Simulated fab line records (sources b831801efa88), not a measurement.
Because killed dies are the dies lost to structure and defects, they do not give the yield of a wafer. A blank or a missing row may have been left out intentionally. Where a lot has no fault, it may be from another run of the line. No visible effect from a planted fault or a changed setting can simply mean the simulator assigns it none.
Chamber matching / flow gf180mcu / GF_V3_CMP_26 on cmp-01: 4 sister chambers
The step polishes, stops on SiO2, t overpolish 15 s, target thk 0 nm. 4 wafers are shown with their chamber, then 12 later ones without.

## WAFERS, EACH WITH ITS CHAMBER
wafer=L089.2; chamber=3; motorCurrentA (A)=12.8
wafer=L089.5; chamber=0; motorCurrentA (A)=8.9
wafer=L090.4; chamber=2; motorCurrentA (A)=11.2
wafer=L090.5; chamber=1; motorCurrentA (A)=9.2

## WAFERS WITH NO CHAMBER GIVEN
wafer=L092.1; motorCurrentA (A)=12.3
wafer=L092.2; motorCurrentA (A)=9.2
wafer=L092.3; motorCurrentA (A)=10.5
wafer=L093.2; motorCurrentA (A)=12.3
wafer=L093.4; motorCurrentA (A)=8.9
wafer=L093.5; motorCurrentA (A)=9.8
wafer=L094.2; motorCurrentA (A)=9.4
wafer=L094.3; motorCurrentA (A)=12.4
wafer=L094.4; motorCurrentA (A)=9.0
wafer=L096.1; motorCurrentA (A)=8.7
wafer=L096.2; motorCurrentA (A)=12.3
wafer=L096.4; motorCurrentA (A)=11.1

## EACH ONE'S CHAMBER
wafer=L092.1; from the rows above=can't be placed: 3 or 2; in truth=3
wafer=L092.2; from the rows above=can't be placed: 1 or 0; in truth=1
wafer=L092.3; from the rows above=can't be placed: 2 or 1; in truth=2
wafer=L093.2; from the rows above=can't be placed: 3 or 2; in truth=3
wafer=L093.4; from the rows above=can't be placed: 0 or 1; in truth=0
wafer=L093.5; from the rows above=can't be placed: 1 or 0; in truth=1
wafer=L094.2; from the rows above=can't be placed: 1 or 0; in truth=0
wafer=L094.3; from the rows above=3; in truth=3
wafer=L094.4; from the rows above=can't be placed: 0 or 1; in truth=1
wafer=L096.1; from the rows above=can't be placed: 0 or 1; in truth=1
wafer=L096.2; from the rows above=can't be placed: 3 or 2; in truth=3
wafer=L096.4; from the rows above=2; in truth=2
Correctly placed: 2 of 12. Can't be placed from these rows: 10 (the true chamber is among the candidates in 10). Number placed wrongly: 0.
How it was worked out, from the rows above alone: a wafer's distance from a chamber is the root of the sum, over the readings, of the square of ((its reading less the chamber's mean) divided by the reading's scatter). The wafer belongs to the nearest chamber; if the next one is less than 2 further off, it can't be placed. Each chamber's mean is taken over the wafers shown for it. The scatter: root of mean squared gap, hidden wafer to nearest shown wafer, with one shown wafer a chamber.
